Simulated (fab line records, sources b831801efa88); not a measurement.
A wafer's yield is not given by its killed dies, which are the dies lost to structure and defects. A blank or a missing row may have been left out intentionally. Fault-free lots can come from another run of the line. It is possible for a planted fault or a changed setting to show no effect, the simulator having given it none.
fab line records + flow gf180mcu + part 2 of 2: steps 25 to 35 of 35
[record]
- lots = 5
- wafers = 15
- last-day = 32
route steps=602 shown HV_LDD@213 NSD@235
lots untouched by any fault: they come from a run of this same line in which no faults occurred
start-h: start of the lot's first displayed wafer, in hours after the record's first day + wait-h: hours from the lot's prior step to this one + " unchanged from the row above + L1.1+2: one row covering several wafers at once + - no value, or no start given + * or withheld: withheld + < > ~ a bound
route shown NAME@n: a module of which the file shows steps, and the number in the route of the first + usual: mean/standard deviation of fault-free wafers + same: alike in all rows + chamber/n: place in a boat + sites: readings site by site + _std_site: standard deviation across them + _edge_site: the outer-site mean with the inner-site mean subtracted + radius-mm: how far each site lies from the wafer's centre + mask NAME#n: copy n + behind: the most recent tool/chamber to have shaped the wafer + hold: what put the lot on hold/how long, in hours/how the hold closed + device: transistor that didn't switch, given as n, p or np + end of line: the same wafers' tests at the end of the route + a step given without rows: its recipe and nothing more + killed: dies lost to structure and defects at the first sort, not the wafer's yield + map: the dies of a wafer, with x for killed, . for not killed, _ for no die there
set.NAME: the setting that was run; set.NAME@STEP: the one run at that earlier step + model.NAME: the simulator's own value behind a step, which no gauge read
lots seen at some steps along the route; tables by step, rows by wafer
services: when a tool's chamber went out of use (start-h, in hours from the record's first day, below 0 if earlier), for how many hours, and the reason
[[steps]]
[step GF_NSD_COAT_02]
[recipe]
- resist = NOVOLAK
- spin-rpm = 3000
- resist-thk-nm = 1000
[usual]
- exhaust-pa = 45.0/1
| lot.wafer | tool           | chamber | start-h | wait-h | exhaust-pa |
|-----------|----------------|---------|---------|--------|------------|
| L076.1    | litho-track-03 | 0       | 302.01  | 0.1    | 46.4       |
| L076.3    | "              | 0       | "       | "      | 47.8       |
| L076.4    | "              | 0       | "       | "      | 46.6       |
| L078.1    | litho-track-03 | 0       | 317.86  | 0.1    | 45.5       |
| L078.2    | "              | 0       | "       | "      | 44.6       |
| L078.3    | "              | 0       | "       | "      | 45.0       |
| L084.3    | litho-track-03 | 0       | 367.11  | 0.1    | 45.3       |
| L084.4    | "              | 0       | "       | "      | 45.7       |
| L084.6    | "              | 0       | "       | "      | 46.2       |
| L087.1    | litho-track-01 | 0       | 397.14  | 0.1    | 45.0       |
| L087.3    | "              | 0       | "       | "      | 45.2       |
| L087.6    | "              | 0       | "       | "      | 45.4       |
| L089.4    | litho-track-01 | 0       | 412.06  | 0.1    | 45.0       |
| L089.5    | "              | 0       | "       | "      | 45.1       |
| L089.6    | "              | 0       | "       | "      | 45.7       |
[step GF_NSD_SOFTBAKE_03]
[recipe]
- temp-c = 90
- time-s = 60
- resist = NOVOLAK
[usual]
- exhaust-pa = 45.0/0.94
- plate-temp-C = 89.99/0.12
| lot.wafer | tool           | chamber | start-h | wait-h | exhaust-pa | plate-temp-C |
|-----------|----------------|---------|---------|--------|------------|--------------|
| L076.1    | litho-track-03 | 0       | 302.16  | 0.1    | 44.2       | 89.89        |
| L076.3    | "              | 0       | "       | "      | 45.5       | 89.85        |
| L076.4    | "              | 0       | "       | "      | 44.6       | 89.93        |
| L078.1    | litho-track-03 | 0       | 318.01  | 0.1    | 45.4       | 89.82        |
| L078.2    | "              | 0       | "       | "      | 44.9       | 89.89        |
| L078.3    | "              | 0       | "       | "      | 44.9       | 90.06        |
| L084.3    | litho-track-03 | 0       | 367.26  | 0.1    | 46.5       | 89.90        |
| L084.4    | "              | 0       | "       | "      | 46.8       | 89.94        |
| L084.6    | "              | 0       | "       | "      | 44.9       | 89.81        |
| L087.1    | litho-track-01 | 0       | 397.29  | 0.1    | 45.3       | 89.99        |
| L087.3    | "              | 0       | "       | "      | 45.4       | 90.16        |
| L087.6    | "              | 0       | "       | "      | 46.2       | 89.82        |
| L089.4    | litho-track-01 | 0       | 412.21  | 0.1    | 46.2       | 90.03        |
| L089.5    | "              | 0       | "       | "      | 45.6       | 89.89        |
| L089.6    | "              | 0       | "       | "      | 46.1       | 89.90        |
[step GF_NSD_EXPOSE_04]
[recipe]
- mask-id = Nplus
- target-cd-nm = 400
- na = 0.6
- source-shape = conventional
- sigma-outer = 0.6
- dose-mj = 140
| lot.wafer  | tool             | chamber | start-h | wait-h | mask    |
|------------|------------------|---------|---------|--------|---------|
| L076.1+3+4 | iline-stepper-02 | 0       | -       | -      | Nplus#0 |
| L078.1+2+3 | iline-stepper-01 | 0       | -       | -      | Nplus#0 |
| L084.3+4+6 | iline-stepper-02 | 0       | -       | -      | Nplus#0 |
| L087.1+3+6 | iline-stepper-01 | 0       | -       | -      | Nplus#0 |
| L089.4+5+6 | iline-stepper-01 | 0       | -       | -      | Nplus#0 |
[step GF_NSD_PEB_05]
[recipe]
- temp-c = withheld
- time-s = *
- resist = NOVOLAK
[usual]
- exhaust-pa = 45.0/0.9
| lot.wafer | tool           | chamber | start-h | wait-h | exhaust-pa |
|-----------|----------------|---------|---------|--------|------------|
| L076.1    | litho-track-03 | 0       | -       | -      | 45.3       |
| L076.3    | "              | 0       | "       | "      | 45.5       |
| L076.4    | "              | 0       | "       | "      | 46.3       |
| L078.1    | litho-track-01 | 0       | -       | -      | 44.5       |
| L078.2    | "              | 0       | "       | "      | 45.1       |
| L078.3    | "              | 0       | "       | "      | 46.2       |
| L084.3    | litho-track-03 | 0       | -       | -      | 45.6       |
| L084.4    | "              | 0       | "       | "      | 45.4       |
| L084.6    | "              | 0       | "       | "      | 44.8       |
| L087.1    | litho-track-02 | 0       | -       | -      | 45.4       |
| L087.3    | "              | 0       | "       | "      | 45.4       |
| L087.6    | "              | 0       | "       | "      | 44.3       |
| L089.4    | litho-track-02 | 0       | -       | -      | 45.1       |
| L089.5    | "              | 0       | "       | "      | 45.2       |
| L089.6    | "              | 0       | "       | "      | 45.2       |
[step GF_NSD_DEVELOP_06]
[recipe]
- develop-time-s = 60
- dev-temp-c = 23
[usual]
- exhaust-pa = 44.9/0.8
| lot.wafer | tool           | chamber | start-h | wait-h | exhaust-pa |
|-----------|----------------|---------|---------|--------|------------|
| L076.1    | litho-track-03 | 0       | 312.46  | 0.1    | 45.3       |
| L076.3    | "              | 0       | "       | "      | 43.8       |
| L076.4    | "              | 0       | "       | "      | 43.4       |
| L078.1    | litho-track-01 | 0       | 327.84  | 0.1    | 45.4       |
| L078.2    | "              | 0       | "       | "      | 45.4       |
| L078.3    | "              | 0       | "       | "      | 43.8       |
| L084.3    | litho-track-03 | 0       | 378.51  | 0.1    | 44.1       |
| L084.4    | "              | 0       | "       | "      | 44.4       |
| L084.6    | "              | 0       | "       | "      | 45.1       |
| L087.1    | litho-track-02 | 0       | 408.95  | 0.1    | 45.9       |
| L087.3    | "              | 0       | "       | "      | 44.4       |
| L087.6    | "              | 0       | "       | "      | 46.3       |
| L089.4    | litho-track-02 | 0       | 424.13  | 0.1    | 44.4       |
| L089.5    | "              | 0       | "       | "      | 44.1       |
| L089.6    | "              | 0       | "       | "      | 44.2       |
[step GF_NSD_CD_MEAS_07]
[recipe]
- target-cd-nm = 400
[usual]
- cd-nm = 400.4/2.7
| lot.wafer | tool      | chamber | start-h | wait-h | cd-nm |
|-----------|-----------|---------|---------|--------|-------|
| L076.1    | cd-sem-02 | -       | 312.61  | 0.1    | 400.0 |
| L076.3    | "         | -       | "       | "      | 402.4 |
| L076.4    | "         | -       | "       | "      | 400.9 |
| L078.1    | cd-sem-01 | -       | 327.99  | 0.1    | 403.4 |
| L078.2    | "         | -       | "       | "      | 401.1 |
| L078.3    | "         | -       | "       | "      | 403.7 |
| L084.3    | cd-sem-02 | -       | 378.65  | 0.1    | 399.2 |
| L084.4    | "         | -       | "       | "      | 398.8 |
| L084.6    | "         | -       | "       | "      | 398.5 |
| L087.1    | cd-sem-02 | -       | 409.10  | 0.1    | 403.1 |
| L087.3    | "         | -       | "       | "      | 404.5 |
| L087.6    | "         | -       | "       | "      | 404.1 |
| L089.4    | cd-sem-02 | -       | 424.26  | 0.1    | 398.6 |
| L089.5    | "         | -       | "       | "      | 396.5 |
| L089.6    | "         | -       | "       | "      | 395.9 |
[step GF_NSD_OVL_MEAS_08]
[usual]
- NSD_OVL = 0.7/1.5
| lot.wafer | tool       | chamber | start-h | wait-h | NSD_OVL[nm] |
|-----------|------------|---------|---------|--------|-------------|
| L076.1    | overlay-01 | -       | 312.73  | 0.1    | 1.8         |
| L076.3    | "          | -       | "       | "      | -0.2        |
| L076.4    | "          | -       | "       | "      | 3.5         |
| L078.1    | overlay-02 | -       | 328.13  | 0.1    | -0.5        |
| L078.2    | "          | -       | "       | "      | 1.8         |
| L078.3    | "          | -       | "       | "      | -0.8        |
| L084.3    | overlay-01 | -       | 378.74  | 0.1    | 0.5         |
| L084.4    | "          | -       | "       | "      | 0.0         |
| L084.6    | "          | -       | "       | "      | -1.0        |
| L087.1    | overlay-02 | -       | 409.22  | 0.1    | 1.7         |
| L087.3    | "          | -       | "       | "      | 3.2         |
| L087.6    | "          | -       | "       | "      | -0.3        |
| L089.4    | overlay-02 | -       | 424.34  | 0.1    | -0.8        |
| L089.5    | "          | -       | "       | "      | -0.8        |
| L089.6    | "          | -       | "       | "      | -0.2        |
[step GF_NSD_IMPLANT_09]
[recipe]
- species = As
- energy-kev = 60
- dose-cm2 = 4e+15
- tilt-deg = 7
[usual]
- beam-on-s = 19.0/2.4
| lot.wafer | tool         | chamber | start-h | wait-h | beam-on-s |
|-----------|--------------|---------|---------|--------|-----------|
| L076.1    | implanter-03 | 0       | 312.77  | 0.0    | 21.8      |
| L076.3    | "            | 0       | "       | "      | 21.5      |
| L076.4    | "            | 0       | "       | "      | 21.5      |
| L078.1    | implanter-02 | 0       | 328.17  | 0.0    | 17.5      |
| L078.2    | "            | 0       | "       | "      | 18.3      |
| L078.3    | "            | 0       | "       | "      | 17.7      |
| L084.3    | implanter-02 | 0       | 378.82  | 0.1    | 18.2      |
| L084.4    | "            | 0       | "       | "      | 18.7      |
| L084.6    | "            | 0       | "       | "      | 18.7      |
| L087.1    | implanter-03 | 0       | 409.26  | 0.0    | 21.8      |
| L087.3    | "            | 0       | "       | "      | 20.8      |
| L087.6    | "            | 0       | "       | "      | 22.4      |
| L089.4    | implanter-03 | 0       | 424.43  | 0.1    | 21.8      |
| L089.5    | "            | 0       | "       | "      | 21.9      |
| L089.6    | "            | 0       | "       | "      | 21.9      |
[step GF_NSD_IMPLANT_10]
[recipe]
- species = P
- energy-kev = 40
- dose-cm2 = 5e+14
- tilt-deg = 7
[usual]
- beam-on-s = 9.99/0.21
| lot.wafer | tool         | chamber | start-h | wait-h | beam-on-s |
|-----------|--------------|---------|---------|--------|-----------|
| L076.1    | implanter-03 | 0       | 312.92  | 0.1    | 9.69      |
| L076.3    | "            | 0       | "       | "      | 9.73      |
| L076.4    | "            | 0       | "       | "      | 10.12     |
| L078.1    | implanter-02 | 0       | 328.32  | 0.1    | 10.05     |
| L078.2    | "            | 0       | "       | "      | 9.91      |
| L078.3    | "            | 0       | "       | "      | 9.89      |
| L084.3    | implanter-02 | 0       | 378.97  | 0.1    | 9.95      |
| L084.4    | "            | 0       | "       | "      | 9.82      |
| L084.6    | "            | 0       | "       | "      | 10.12     |
| L087.1    | implanter-03 | 0       | 409.41  | 0.1    | 10.18     |
| L087.3    | "            | 0       | "       | "      | 10.03     |
| L087.6    | "            | 0       | "       | "      | 9.84      |
| L089.4    | implanter-03 | 0       | 424.58  | 0.1    | 9.80      |
| L089.5    | "            | 0       | "       | "      | 10.04     |
| L089.6    | "            | 0       | "       | "      | 9.75      |
[step GF_NSD_STRIP_11]
[recipe]
- chemistry = O2/N2
- power-w = 1400
- pressure-mtorr = 1500
- platen-temp-c = 250
- o2-flow-sccm = 3000
- n2-flow-sccm = 300
- overash-fraction = 0.5
[usual]
- drypump-motor-current-A = 5.7/0.35
- heater-power-w = 368/30
- oes-product-au = 0.487/0.0045
- strip-time-to-endpoint-s = 22.96/0.043
| lot.wafer | tool            | chamber | start-h | wait-h | drypump-motor-current-A | heater-power-w | oes-product-au | rf-hours-counter-h | strip-time-to-endpoint-s |
|-----------|-----------------|---------|---------|--------|-------------------------|----------------|----------------|--------------------|--------------------------|
| L076.1    | plasma-asher-03 | 1       | 313.07  | 0.1    | 5.9                     | 362            | 0.486          | 51                 | 22.97                    |
| L076.3    | "               | 1       | "       | "      | 5.9                     | 358            | 0.477          | -                  | 22.96                    |
| L076.4    | "               | 0       | "       | "      | 6.0                     | 403            | 0.489          | -                  | 22.98                    |
| L078.1    | plasma-asher-01 | 1       | 328.47  | 0.1    | 5.2                     | 370            | 0.486          | 69                 | 22.90                    |
| L078.2    | "               | 0       | "       | "      | 5.5                     | 322            | 0.487          | 69                 | 22.95                    |
| L078.3    | "               | 1       | "       | "      | 5.2                     | 376            | 0.490          | -                  | 22.98                    |
| L084.3    | plasma-asher-03 | 0       | 379.10  | 0.1    | 6.0                     | 416            | 0.489          | -                  | 22.98                    |
| L084.4    | "               | 1       | "       | "      | 5.9                     | 347            | 0.481          | -                  | 22.96                    |
| L084.6    | "               | 0       | "       | "      | 6.0                     | 406            | 0.493          | -                  | 22.98                    |
| L087.1    | plasma-asher-02 | 0       | 409.56  | 0.1    | 6.3                     | 389            | 0.482          | 77                 | 22.94                    |
| L087.3    | "               | 0       | "       | "      | 6.3                     | 394            | 0.489          | -                  | 22.93                    |
| L087.6    | "               | 0       | "       | "      | 6.3                     | 378            | 0.486          | -                  | 22.89                    |
| L089.4    | plasma-asher-03 | 0       | 424.69  | 0.1    | 6.0                     | 407            | 0.486          | -                  | 23.00                    |
| L089.5    | "               | 1       | "       | "      | 5.9                     | 354            | 0.486          | -                  | 23.01                    |
| L089.6    | "               | 0       | "       | "      | 6.0                     | 406            | 0.484          | -                  | 23.00                    |
[step GF_NSD_TW_MEAS_12]
[usual]
- NSD_TW = 4252/63
| lot.wafer | tool          | chamber | start-h | wait-h | NSD_TW |
|-----------|---------------|---------|---------|--------|--------|
| L076.1    | film-metro-02 | -       | 313.26  | 0.2    | 4302   |
| L076.3    | "             | -       | "       | "      | 4283   |
| L076.4    | "             | -       | "       | "      | 4288   |
| L078.1    | film-metro-03 | -       | 328.57  | 0.1    | 4193   |
| L078.2    | "             | -       | "       | "      | 4192   |
| L078.3    | "             | -       | "       | "      | 4178   |
| L084.3    | film-metro-02 | -       | 379.19  | 0.1    | 4334   |
| L084.4    | "             | -       | "       | "      | 4338   |
| L084.6    | "             | -       | "       | "      | 4317   |
| L087.1    | film-metro-02 | -       | 409.66  | 0.1    | 4313   |
| L087.3    | "             | -       | "       | "      | 4315   |
| L087.6    | "             | -       | "       | "      | 4302   |
| L089.4    | film-metro-01 | -       | 424.79  | 0.1    | 4267   |
| L089.5    | "             | -       | "       | "      | 4277   |
| L089.6    | "             | -       | "       | "      | 4264   |
[[services]]
| tool             | chamber | start-h | hours | kind   |
|------------------|---------|---------|-------|--------|
| rie-diel-03      | 1       | 247.34  | 11.8  | repair |
| rie-diel-03      | 2       | 250.22  | 1.8   | repair |
| iline-stepper-01 | -       | 257.68  | 0.7   | repair |
| implanter-03     | -       | 262.94  | 2.5   | repair |
| rie-diel-03      | 2       | 263.97  | 7.1   | repair |
| implanter-02     | -       | 267.27  | 3.3   | pm     |
| implanter-01     | -       | 267.51  | 4.1   | repair |
| plasma-asher-03  | -       | 273.58  | 12.0  | repair |
| rie-diel-04      | 1       | 276.31  | 11.7  | repair |
| rie-diel-03      | 2       | 284.64  | 14.1  | repair |
| implanter-02     | -       | 286.32  | 2.4   | repair |
| lpcvd-01         | -       | 294.80  | 2.8   | pm     |
| implanter-01     | -       | 299.85  | 2.2   | repair |
| rie-diel-04      | 3       | 313.21  | 15.6  | repair |
| rie-diel-04      | -       | 313.66  | 28.1  | pm     |
| plasma-asher-02  | -       | 321.17  | 4.5   | repair |
| iline-stepper-02 | -       | 324.20  | 1.7   | pm     |
| rie-diel-03      | -       | 340.85  | 1.1   | repair |
| implanter-01     | -       | 359.46  | 0.6   | repair |
| plasma-asher-01  | -       | 378.13  | 2.8   | pm     |
| implanter-01     | -       | 385.20  | 2.6   | repair |
| iline-stepper-02 | -       | 401.13  | 7.6   | repair |
| iline-stepper-02 | -       | 408.20  | 2.9   | repair |
| plasma-asher-01  | -       | 421.29  | 9.0   | pm     |
